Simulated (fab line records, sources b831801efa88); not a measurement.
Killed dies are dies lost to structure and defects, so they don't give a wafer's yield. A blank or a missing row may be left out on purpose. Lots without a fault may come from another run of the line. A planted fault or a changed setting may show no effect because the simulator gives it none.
Chamber matching | flow sky130 | SKY_VIA4_CMP_21 on cmp-01: 4 sister chambers
The step polishes, stops on SiO2, t overpolish 25 s, target thk 0 nm. 15 wafers are shown with their chamber, then 7 later ones without.

WAFERS WITH THEIR CHAMBER
wafer  | chamber | motor_current_A (A) | time_to_endpoint_s (s) | overpolish_run_s (s)
L488.1 | 2       | 10.1                | 125                    | 25.007
L488.5 | 0       | 10.1                | 118                    | 25.000
L488.6 | 1       | 10.8                | 125                    | 25.008
L489.4 | 2       | 10.5                | 128                    | 24.989
L489.5 | 3       | 9.7                 | 127                    | 25.012
L489.6 | 0       | 10.2                | 116                    | 24.990
L490.3 | 1       | 10.9                | 125                    | 25.009
L490.4 | 3       | 10.2                | 126                    | 24.990
L491.1 | 3       | 9.3                 | 130                    | 24.992
L493.6 | 1       | 11.4                | 128                    | 25.009
L503.1 | 3       | 9.6                 | 121                    | 24.997
L503.2 | 2       | 10.5                | 119                    | 25.017
L503.6 | 3       | 9.7                 | 123                    | 24.989
L504.1 | 3       | 9.8                 | 128                    | 25.001
L504.3 | 2       | 10.2                | 125                    | 25.014

SIGNATURES (means of the wafers above)
reading            | chamber 0 | chamber 1 | chamber 2 | chamber 3 | scatter within a chamber
motor_current_A    | 10.150    | 11.033    | 10.325    | 9.717     | 0.264
time_to_endpoint_s | 117.00    | 126.00    | 124.25    | 125.83    | 3.1
overpolish_run_s   | 24.99500  | 25.00867  | 25.00675  | 24.99683  | 0.00906
Rule: a wafer's distance from a chamber is the root of the sum, over the readings, of the square of ((its reading less the chamber's mean) divided by the reading's scatter). The wafer belongs to the nearest chamber; if the next one is less than 2 further off, it can't be placed. The scatter: the root of (the sum of the squares of (reading less its chamber's mean) over the shown wafers, divided by (wafers less chambers)).

WAFERS WITHOUT THEIR CHAMBER
wafer  | motor_current_A (A) | time_to_endpoint_s (s) | overpolish_run_s (s)
L504.6 | 11.1                | 123                    | 24.996
L505.4 | 10.0                | 128                    | 25.016
L505.5 | 10.4                | 117                    | 24.992
L505.6 | 11.3                | 132                    | 25.001
L507.2 | 10.6                | 118                    | 24.991
L507.3 | 10.8                | 126                    | 25.004
L507.5 | 9.8                 | 125                    | 24.994

WHICH CHAMBER EACH WENT THROUGH
wafer  | from the rows above          | in truth
L504.6 | can't be placed: 1 or 2      | 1
L505.4 | can't be placed: 2 or 3      | 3
L505.5 | can't be placed: 0 or 2      | 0
L505.6 | 1                            | 1
L507.2 | can't be placed: 0 or 2 or 1 | 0
L507.3 | can't be placed: 1 or 2      | 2
L507.5 | can't be placed: 3 or 2      | 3
Placed correctly: 1 of 7. Can't be placed from these rows: 6 (the true chamber is among the candidates in 6). Placed wrongly: 0.
